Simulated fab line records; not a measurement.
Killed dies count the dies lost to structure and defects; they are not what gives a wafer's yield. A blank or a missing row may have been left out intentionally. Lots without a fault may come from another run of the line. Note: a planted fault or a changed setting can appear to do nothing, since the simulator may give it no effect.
Chamber matching ; flow sky130 ; 4 sister chambers for SKY_CONTACT_CMP_04 on cmp-01
The step polishes SiO2. 14 wafers are shown with their chamber, then 7 later ones without.

WAFERS PAIRED WITH THEIR CHAMBERS
wafer;chamber;motor-current-A (A);time-to-endpoint-s (s)
L576.1;1;10.9;81
L576.2;3;11.9;77
L576.6;0;12.4;80
L578.4;1;11.0;86
L578.5;3;11.6;78
L578.6;0;12.2;89
L580.1;1;10.7;80
L580.4;0;12.3;81
L580.6;0;12.3;87
L582.1;0;11.9;83
L582.2;2;8.6;79
L582.5;2;9.8;77
L586.4;0;13.1;88
L586.5;2;9.1;80

SIGNATURES (averages over the wafers above)
reading;chamber 0;chamber 1;chamber 2;chamber 3;scatter within a chamber
motor-current-A;12.367;10.867;9.167;11.750;0.401
time-to-endpoint-s;84.67;82.33;78.67;77.50;3.15
Rule: a wafer's distance from a chamber is the root of the sum, over the readings, of the square of ((its reading less the chamber's mean) divided by the reading's scatter). If the next closest chamber is less than 2 further off than the closest, the wafer can't be placed; otherwise it belongs to the closest. The scatter is the square root of a quotient: the sum, over the shown wafers, of each reading's squared deviation from its chamber's mean, divided by wafers minus chambers.

WAFERS WHOSE CHAMBER IS MISSING
wafer;motor-current-A (A);time-to-endpoint-s (s)
L586.6;11.0;89
L587.2;12.4;87
L587.4;11.5;82
L587.6;10.7;85
L591.3;9.7;84
L591.4;11.5;88
L591.6;9.4;85

WHICH CHAMBER EACH WENT THROUGH
wafer;from the rows above;in truth
L586.6;can't be placed: 1 or 0 or 3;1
L587.2;0;0
L587.4;can't be placed: 3 or 1 or 0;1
L587.6;1;1
L591.3;can't be placed: 2 or 1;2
L591.4;can't be placed: 1 or 0 or 3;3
L591.6;can't be placed: 2 or 1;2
Correctly placed: 2 of 7. Not placeable from these rows: 5 (in 5, the candidates include the true chamber). 0 placed wrongly.
